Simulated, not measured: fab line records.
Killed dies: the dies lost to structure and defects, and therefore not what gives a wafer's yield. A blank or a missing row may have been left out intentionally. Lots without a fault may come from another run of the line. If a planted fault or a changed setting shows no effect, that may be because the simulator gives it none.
Which of the tools did it? :: flow sky130 :: Sampling: 6 lots, 18 wafers, 3 of 708 route steps

== WHAT EACH GAUGE READ, for each wafer ==
SKY_METAL1_CD_MEAS_15 targets a cd of 140 nm.
lot: L413
measured: day 34 02:38
on: cd sem-01
cd nm (nm): 141.0 101.1 101.6

lot: L424
measured: day 37 19:14
on: cd sem-02
cd nm (nm): 141.6 143.5 142.6

lot: L426
measured: day 38 10:55
on: cd sem-01
cd nm (nm): 142.2 139.4 141.1

lot: L428
measured: day 39 14:13
on: cd sem-02
cd nm (nm): 139.5 141.9 141.7

lot: L430
measured: day 39 17:24
on: cd sem-01
cd nm (nm): 141.5 138.7 139.4

lot: L432
measured: day 40 05:00
on: cd sem-02
cd nm (nm): 139.6 139.8 141.1

== EACH LOT AND THE TOOL THAT RAN IT (in order: tool; ch and the chambers of the sampled wafers; start) ==
lot: L413
SKY_LI_CONTACT_ETCH_14: rie diel-02 ch 0,2, day 30 12:25
SKY_METAL1_EXPOSE_12: krf scanner-02 ch 0, day 33 13:11

lot: L424
SKY_LI_CONTACT_ETCH_14: rie diel-03 ch 0,2,3, day 34 07:49
SKY_METAL1_EXPOSE_12: krf scanner-02 ch 0, day 37 07:20

lot: L426
SKY_LI_CONTACT_ETCH_14: rie diel-03 ch 0,1, day 35 00:47
SKY_METAL1_EXPOSE_12: krf scanner-02 ch 0, day 37 22:17

lot: L428
SKY_LI_CONTACT_ETCH_14: rie diel-02 ch 0,2, day 36 04:41
SKY_METAL1_EXPOSE_12: krf scanner-02 ch 0, day 39 01:19

lot: L430
SKY_LI_CONTACT_ETCH_14: rie diel-01 ch 1,2, day 36 08:34
SKY_METAL1_EXPOSE_12: krf scanner-02 ch 0, day 39 04:59

lot: L432
SKY_LI_CONTACT_ETCH_14: rie diel-01 ch 1,2, day 36 22:32
SKY_METAL1_EXPOSE_12: krf scanner-02 ch 0, day 39 17:31
- SKY_LI_CONTACT_ETCH_14: etches BARC in N2/H2, stops on SiO2, time 45.9 s, target depth 60 nm.
- SKY_METAL1_EXPOSE_12: exposes mask MM1, target cd 140 nm.

== THE ANSWER, worked out from the rows above alone ==
Rule: the usual values come from the lots themselves. Put in order of their means at a reading, lots are off if they are a third of the lots or fewer, leave a main group of 4 or more, and stand apart from it by a gap of 3 or more times the standard deviation of the main group's means; of several such gaps the widest counts. The tables above print the reading to a certain number of digits; a main group whose means all agree to those digits is not used. Also off: a lot with no number at a reading for which 4 or more lots have one. The other lots that the step has rows for count as sound.
Off: L413, at SKY_METAL1_CD_MEAS_15 (cd nm). For the main group the mean is 140.9 nm and the standard deviation 0.94.
A tool fits if, at a process step before that reading, it ran every lot that is off, and no sound lot after the first of them. The gauges at SKY_METAL1_CD_MEAS_15 are tried like those tools. No candidate that was tried fits.

== WHAT THE SIMULATOR PUT IN ==
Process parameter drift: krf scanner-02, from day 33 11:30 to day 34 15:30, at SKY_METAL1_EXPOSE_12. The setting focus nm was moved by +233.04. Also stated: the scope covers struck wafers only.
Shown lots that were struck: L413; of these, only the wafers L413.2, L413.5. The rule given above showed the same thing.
